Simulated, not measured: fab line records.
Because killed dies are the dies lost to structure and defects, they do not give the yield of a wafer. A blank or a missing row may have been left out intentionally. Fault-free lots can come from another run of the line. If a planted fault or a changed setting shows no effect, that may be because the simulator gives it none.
Chamber matching ; flow sky130 ; SKY_VIA1_ETCH_15 on rie_diel-01 has 4 sister chambers
The step etches SiO2 in C4F8/O2/Ar, stops on TiN, target depth 351 nm, time 54 s. 4 wafers are shown with their chamber, then 12 later ones without.

## WAFERS, EACH WITH ITS CHAMBER
wafer;chamber;oes_product_au (a.u.)
L082.6;2;0.973
L086.5;1;0.985
L087.1;3;0.979
L087.5;0;0.976

## WAFERS WITHOUT THEIR CHAMBER
wafer;oes_product_au (a.u.)
L088.1;0.978
L088.3;0.990
L088.6;0.979
L089.1;0.974
L089.2;0.981
L089.6;0.984
L093.4;0.995
L093.5;0.969
L093.6;0.988
L097.1;0.980
L097.2;0.984
L097.6;0.988

## WHICH CHAMBER EACH WENT THROUGH
wafer;from the rows above;in truth
L088.1;can't be placed: 3 or 0 or 2 or 1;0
L088.3;can't be placed: 1 or 3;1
L088.6;can't be placed: 3 or 0 or 1 or 2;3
L089.1;can't be placed: 2 or 0 or 3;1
L089.2;can't be placed: 3 or 1 or 0 or 2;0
L089.6;can't be placed: 1 or 3 or 0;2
L093.4;can't be placed: 1 or 3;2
L093.5;can't be placed: 2 or 0 or 3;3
L093.6;can't be placed: 1 or 3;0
L097.1;can't be placed: 3 or 0 or 1 or 2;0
L097.2;can't be placed: 1 or 3 or 0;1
L097.6;can't be placed: 1 or 3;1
Placed correctly: 0 of 12. Can't be placed from these rows: 12 (the true chamber is among the candidates in 8). Wrongly placed: 0.
How it was worked out, from the rows above alone: a wafer's distance from a chamber is the root of the sum, over the readings, of the square of ((its reading less the chamber's mean) divided by the reading's scatter). The wafer belongs to the nearest chamber; if the next one is less than 2 further off, it can't be placed. The mean given for a chamber averages the wafers shown for that chamber. The scatter: root of mean squared gap, hidden wafer to nearest shown wafer, with one shown wafer a chamber.
